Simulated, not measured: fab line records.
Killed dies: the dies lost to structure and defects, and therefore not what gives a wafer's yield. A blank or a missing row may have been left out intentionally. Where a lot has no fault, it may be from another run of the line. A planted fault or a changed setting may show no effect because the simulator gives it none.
2 desks looking at one fault || flow sfq line || only its own numbers are on each desk; what lay behind them is given at the end

== AT THE METROLOGY DESK ==
Lot by lot, what the gauges showed, no matter which tool ran the lot: averages of those sampled wafers that carry a number. The brackets show how far a lot's mean lies from the usual mean; more than 4 standard deviations puts the lot out of limits, marked OUT.
Columns: A = C5_OVL at SFQ_C5_OVL_MEAS_937, usual 1 nm; B = M8_AU_THK at SFQ_M8_THK_MEAS_950, usual 180.6 nm
{"lot": "L157", "first seen here": "day 63 12:02", "A": 4, "B": 182.0}
{"lot": "L158", "first seen here": "day 63 14:26", "A": -1, "B": 183.0}
{"lot": "L159", "first seen here": "day 63 19:31", "A": 1, "B": 180.8}
{"lot": "L160", "first seen here": "day 63 23:29", "A": 4, "B": 182.8}
{"lot": "L161", "first seen here": "day 64 01:53", "A": -3, "B": 179.8}
{"lot": "L162", "first seen here": "day 64 07:14", "A": 6, "B": 180.7}
{"lot": "L164", "first seen here": "day 64 14:06", "A": -2, "B": 181.9}
{"lot": "L166", "first seen here": "day 66 00:36", "A": 10, "B": 179.3}
{"lot": "L167", "first seen here": "day 66 10:04", "A": 3, "B": 178.1}
{"lot": "L168", "first seen here": "day 66 11:13", "A": 6, "B": 181.9}
{"lot": "L169", "first seen here": "day 66 13:37", "A": 6, "B": 179.3}
{"lot": "L173", "first seen here": "day 67 09:38", "A": -2, "B": 179.7}
{"lot": "L174", "first seen here": "day 67 10:50", "A": -2, "B": 179.2}
{"lot": "L178", "first seen here": "day 67 23:58", "A": 1, "B": 180.0}
{"lot": "L180", "first seen here": "day 68 06:43", "A": 7, "B": 182.7}
This desk found nothing out of limits on any of the 15 lots.

== TOOL OWNER'S DESK, cmp-01 ==
The tool's own readings at SFQ_TRILAYER_I7_CMP_CMP_184 (polishes SiO2): means of the sampled wafers that have a number, for each lot that ran on this tool. The brackets show how far a lot's mean lies from the usual mean; more than 4 standard deviations puts the lot out of limits, marked OUT.
Columns: A = motor current A at SFQ_TRILAYER_I7_CMP_CMP_184, usual 10.0 A; B = platen rpm at SFQ_TRILAYER_I7_CMP_CMP_184, usual 60.00 rpm; C = retaining ring pressure frac at SFQ_TRILAYER_I7_CMP_CMP_184, usual 1.000; D = time to endpoint s at SFQ_TRILAYER_I7_CMP_CMP_184, usual 212 s
{"lot": "L157", "first seen here": "day 69 09:11", "A": 9.7, "B": 60.01, "C": 1.005, "D": 212}
{"lot": "L158", "first seen here": "day 69 12:41", "A": 10.3, "B": 59.99, "C": 0.993, "D": 210}
{"lot": "L159", "first seen here": "day 69 17:25", "A": 9.9, "B": 60.01, "C": 1.000, "D": 221}
{"lot": "L160", "first seen here": "day 70 01:01", "A": 10.1, "B": 60.01, "C": 0.999, "D": 224}
{"lot": "L162", "first seen here": "day 77 01:10", "A": 10.0, "B": 59.97, "C": 1.000, "D": 213}
{"lot": "L164", "first seen here": "day 77 11:10", "A": 9.6, "B": 59.98, "C": 0.997, "D": 207}
{"lot": "L166", "first seen here": "day 77 22:40", "A": 10.0, "B": 60.01, "C": 0.995, "D": 203}
{"lot": "L167", "first seen here": "day 78 01:10", "A": 11.0, "B": 59.99, "C": 1.002, "D": 207}
{"lot": "L169", "first seen here": "day 78 10:10", "A": 9.8, "B": 59.97, "C": 1.005, "D": "272 (+6.7) OUT"}
{"lot": "L173", "first seen here": "day 78 22:10", "A": 9.8, "B": 59.99, "C": 0.998, "D": "287 (+8.3) OUT"}
{"lot": "L174", "first seen here": "day 79 01:10", "A": 9.9, "B": 60.01, "C": 1.000, "D": "276 (+7.1) OUT"}
This desk's verdict: out of limits on L169, L173, L174, starting with L169 at day 78 10:10 (time to endpoint s at SFQ_TRILAYER_I7_CMP_CMP_184). L157, L158, L159, L160, L162, L164, L166, L167: within limits.

== BROUGHT TOGETHER ==
The tool owner's desk had the chance to raise an alarm at day 78 10:10 on L169, L173, L174.
Nothing out of limits was seen by the metrology desk.
The metrology desk holds a record of L169, L173, L174, inside its limits.
Of the lots named, all ran SFQ_TRILAYER_I7_CMP_CMP_184 on cmp-01.

== WHAT THE SIMULATOR HAD INSERTED ==
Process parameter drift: cmp-01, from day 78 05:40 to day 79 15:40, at SFQ_TRILAYER_I7_CMP_CMP_184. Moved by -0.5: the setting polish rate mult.
Struck lots among those shown: L169, L173, L174.
Each desk's first reading out of limits, in hours after the fault started: the tool owner's desk, 4.
